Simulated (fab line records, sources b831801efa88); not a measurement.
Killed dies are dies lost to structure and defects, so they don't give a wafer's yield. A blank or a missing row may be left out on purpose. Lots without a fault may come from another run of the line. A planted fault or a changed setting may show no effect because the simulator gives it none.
Chamber matching | flow gf180mcu | GF_POLY_GATE_ETCH_13 on rie_si-01: 4 sister chambers
The step etches poly-Si in HBr/Cl2, stops on SiO2, target depth 198.5 nm, time 69.6 s. 16 wafers are shown with their chamber, then 8 later ones without.

WAFERS WITH THEIR CHAMBER
wafer  | chamber | oes_product_au (a.u.) | run_length_s (s) | throttle_valve_pct (%)
L860.2 | 1       | 0.988                 | 97.6             | 33.671
L860.3 | 3       | 0.991                 | 98.1             | 33.678
L860.5 | 1       | 0.981                 | 98.5             | 33.691
L862.1 | 2       | 0.993                 | 98.2             | 33.698
L862.3 | 3       | 1.013                 | 97.7             | 33.686
L862.4 | 0       | 1.001                 | 98.0             | 33.693
L863.2 | 0       | 0.994                 | 97.6             | 33.658
L863.4 | 1       | 0.987                 | 97.8             | 33.697
L863.6 | 1       | 0.988                 | 98.0             | 33.689
L865.1 | 2       | 0.994                 | 98.1             | 33.688
L865.4 | 1       | 0.988                 | 97.8             | 33.660
L865.6 | 0       | 0.994                 | 97.7             | 33.683
L867.1 | 3       | 1.004                 | 98.1             | 33.680
L867.3 | 2       | 0.984                 | 98.1             | 33.669
L867.4 | 0       | 0.986                 | 97.7             | 33.688
L868.1 | 0       | 0.996                 | 97.8             | 33.693

SIGNATURES (means of the wafers above)
reading            | chamber 0 | chamber 1 | chamber 2 | chamber 3 | scatter within a chamber
oes_product_au     | 0.99420   | 0.98640   | 0.99033   | 1.00267   | 0.00619
run_length_s       | 97.760    | 97.940    | 98.133    | 97.967    | 0.238
throttle_valve_pct | 33.68300  | 33.68160  | 33.68500  | 33.68133  | 0.0138
Rule: a wafer's distance from a chamber is the root of the sum, over the readings, of the square of ((its reading less the chamber's mean) divided by the reading's scatter). The wafer belongs to the nearest chamber; if the next one is less than 2 further off, it can't be placed. The scatter: the root of (the sum of the squares of (reading less its chamber's mean) over the shown wafers, divided by (wafers less chambers)).

WAFERS WITHOUT THEIR CHAMBER
wafer  | oes_product_au (a.u.) | run_length_s (s) | throttle_valve_pct (%)
L868.4 | 0.988                 | 97.9             | 33.685
L868.6 | 0.978                 | 98.2             | 33.683
L879.2 | 1.005                 | 98.3             | 33.673
L879.3 | 1.000                 | 97.8             | 33.687
L879.4 | 0.995                 | 98.2             | 33.679
L881.1 | 0.991                 | 97.8             | 33.686
L881.2 | 1.000                 | 98.3             | 33.685
L881.5 | 1.000                 | 97.9             | 33.691

WHICH CHAMBER EACH WENT THROUGH
wafer  | from the rows above               | in truth
L868.4 | can't be placed: 1 or 2 or 0      | 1
L868.6 | can't be placed: 1 or 2 or 0      | 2
L879.2 | can't be placed: 3 or 2 or 0 or 1 | 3
L879.3 | can't be placed: 3 or 0 or 2 or 1 | 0
L879.4 | can't be placed: 2 or 3 or 1 or 0 | 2
L881.1 | can't be placed: 0 or 1 or 2 or 3 | 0
L881.2 | can't be placed: 3 or 2 or 0 or 1 | 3
L881.5 | can't be placed: 3 or 0 or 2 or 1 | 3
Placed correctly: 0 of 8. Can't be placed from these rows: 8 (the true chamber is among the candidates in 8). Placed wrongly: 0.
